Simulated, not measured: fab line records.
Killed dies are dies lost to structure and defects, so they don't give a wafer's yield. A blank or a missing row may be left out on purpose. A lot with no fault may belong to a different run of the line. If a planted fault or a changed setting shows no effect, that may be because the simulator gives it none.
2 desks looking at one fault -- flow sky130 -- numbers are kept per desk, each desk with only its own; the story behind them comes last

== FOR THE TOOL OWNER'S DESK: pvd sputter-04 ==
At SKY_METAL3_SPUTTER_01 (material TiN, target thk 20 nm, time 16.7 s) the tool's own readings: per lot run on this tool, the mean of the sampled wafers that have a number. If a lot's mean is further than 4 standard deviations from the usual mean, the lot is out of limits and carries the mark OUT (the distance appears in the brackets).
Columns: A = throttle valve pct at SKY_METAL3_SPUTTER_01, usual 30.0 %
lot,first seen here,A
L744,day 38 18:33,30.3
L745,day 38 22:59,31.1
L760,day 43 09:49,30.5
This desk's finding: nothing out of limits on any of the 3 lots.

== FROM THE METROLOGY DESK ==
What the gauges read, lot by lot, whatever tool the lot ran on: means of the sampled wafers that have a number. If a lot's mean is further than 4 standard deviations from the usual mean, the lot is out of limits and carries the mark OUT (the distance appears in the brackets).
Columns: A = VIA2_W_RS at SKY_VIA2_RS_MEAS_22, usual 0.2743 ohm/sq; B = VIA2_W_THK at SKY_VIA2_THK_MEAS_23, usual 446 nm
lot,first seen here,A,B
L743,day 38 15:25,0.2744,440
L744,day 38 18:05,0.2715,447
L745,day 38 22:29,0.2720,446
L746,day 39 12:25,0.2733,451
L760,day 43 09:13,0.2744,451
This desk's finding: nothing out of limits on any of the 5 lots.

== TAKEN TOGETHER ==
The tool owner's desk saw nothing out of limits.
The metrology desk saw nothing out of limits.

== WHAT HAD BEEN PUT IN BY THE SIMULATOR ==
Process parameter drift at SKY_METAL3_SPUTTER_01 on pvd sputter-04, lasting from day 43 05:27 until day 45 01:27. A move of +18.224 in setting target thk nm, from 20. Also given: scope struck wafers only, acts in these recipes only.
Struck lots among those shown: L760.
